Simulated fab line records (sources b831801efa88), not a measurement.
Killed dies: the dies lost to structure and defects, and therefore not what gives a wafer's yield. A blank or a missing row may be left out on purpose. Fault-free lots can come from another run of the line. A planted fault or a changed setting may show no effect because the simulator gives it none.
2 desks looking at one fault -- flow sfq-line -- each desk holds nothing but its own numbers, with what lay behind them at the end

== THE METROLOGY DESK ==
Means of the sampled wafers that have a number, per lot and without regard to the tool the lot ran on: this is what the gauges read. A lot is out of limits, marked OUT, if its mean lies more than 4 standard deviations from the usual mean; the brackets give that distance.
Columns: A = M5_OVL at SFQ_M5_OVL_MEAS_932, usual -2 nm
lot,first seen here,A
L973,day 55 20:40,-2
L981,day 59 05:12,-8
L990,day 61 22:02,-1
L991,day 62 11:38,2
L992,day 62 18:53,0
L995,day 69 17:58,3
Finding of this desk: none of the 6 lots has anything out of limits.

== THE TOOL OWNER'S DESK: rie-metal-01 ==
The tool's own readings at SFQ_TRILAYER_M5_BARC_OPEN_METAL_ETCH_161 (etches BARC in O2, target depth 125 nm, time 41.7 s): means of the sampled wafers that have a number, for each lot that ran on this tool. A lot is out of limits, marked OUT, if its mean lies more than 4 standard deviations from the usual mean; the brackets give that distance.
Columns: A = bias-w at SFQ_TRILAYER_M5_BARC_OPEN_METAL_ETCH_161, usual 80.00 W; B = drypump-motor-current-A at SFQ_TRILAYER_M5_BARC_OPEN_METAL_ETCH_161, usual 5.3 A; C = oes-product-au at SFQ_TRILAYER_M5_BARC_OPEN_METAL_ETCH_161, usual 0.686 a.u.
lot,first seen here,A,B,C
L973,day 55 20:43,79.75,5.5,0.683
L990,day 61 22:04,80.01,5.3,0.690
L991,day 62 11:40,80.23,5.3,0.687
Finding of this desk: none of the 3 lots has anything out of limits.

== ALL TOGETHER ==
Nothing out of limits was seen by the metrology desk.
Nothing out of limits was seen by the tool owner's desk.

== WHAT THE SIMULATOR HAD INSERTED ==
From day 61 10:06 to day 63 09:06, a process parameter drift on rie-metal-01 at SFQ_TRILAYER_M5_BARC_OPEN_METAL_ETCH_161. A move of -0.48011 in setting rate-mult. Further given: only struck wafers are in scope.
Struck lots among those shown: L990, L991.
